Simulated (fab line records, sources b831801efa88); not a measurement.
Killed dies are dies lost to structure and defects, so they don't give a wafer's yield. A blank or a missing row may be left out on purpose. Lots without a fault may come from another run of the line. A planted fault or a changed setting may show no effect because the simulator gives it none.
One fault seen from 2 desks | flow sky130 | each desk has only its own numbers; what lay behind them comes last

THE METROLOGY DESK
What the gauges read, lot by lot, whatever tool the lot ran on: means of the sampled wafers that have a number. A lot is out of limits, marked OUT, if its mean lies more than 4 standard deviations from the usual mean; the brackets give that distance.
Columns: A = VIA2_OVL at SKY_VIA2_OVL_MEAS_13, usual -7 nm
lot  | first seen here | A
L988 | day 36 08:56    | -6
L989 | day 37 04:15    | -5
L990 | day 37 09:59    | -9
L993 | day 38 06:15    | 3
L994 | day 38 08:14    | -14
L996 | day 39 07:11    | -14
L997 | day 39 07:32    | -7
L103 | day 41 08:15    | -14
L104 | day 41 11:42    | -9
L109 | day 42 13:23    | -11
L111 | day 43 04:09    | 0
This desk's finding: nothing out of limits on any of the 11 lots.

THE TOOL OWNER'S DESK: rie_metal-04
The tool's own readings at SKY_METAL3_ETCH_16 (etches BARC in N2/H2, stops on SiO2, time 88.2 s, target depth 60 nm): means of the sampled wafers that have a number, for each lot that ran on this tool. A lot is out of limits, marked OUT, if its mean lies more than 4 standard deviations from the usual mean; the brackets give that distance.
Columns: A = drypump_motor_current_A at SKY_METAL3_ETCH_16, usual 5.4 A; B = oes_product_au at SKY_METAL3_ETCH_16, usual 0.626 a.u.; C = run_length_s at SKY_METAL3_ETCH_16, usual 116.7 s; D = throttle_valve_pct at SKY_METAL3_ETCH_16, usual 13.205 %
lot  | first seen here | A   | B               | C                | D
L988 | day 38 13:00    | 5.3 | 0.626           | 116.2            | 13.207
L994 | day 40 12:03    | 5.2 | 0.623           | 116.2            | 13.201
L996 | day 41 11:30    | 5.3 | 0.626           | 116.5            | 13.202
L103 | day 43 09:12    | 5.2 | 0.687 (+12) OUT | 108.0 (-8.7) OUT | 13.213
L104 | day 43 12:38    | 5.2 | 0.689 (+13) OUT | 108.0 (-8.7) OUT | 13.208
This desk's finding: out of limits on L103, L104; first on L103, day 43 09:12 (oes_product_au at SKY_METAL3_ETCH_16). In limits: L988, L994, L996.

PUT TOGETHER
The tool owner's desk could have raised an alarm at day 43 09:12, on L103, L104.
The metrology desk saw nothing out of limits.
The metrology desk has L103, L104 on record, within its limits.
Of the lots named, all ran SKY_METAL3_ETCH_16 on rie_metal-04.

WHAT THE SIMULATOR HAD PUT IN
Process parameter drift: rie_metal-04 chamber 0, from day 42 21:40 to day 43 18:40, at SKY_METAL3_ETCH_16. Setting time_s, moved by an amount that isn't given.
Lots struck among those shown: L103, L104.
Hours from the fault's start to each desk's first reading out of limits: the tool owner's desk, 12.
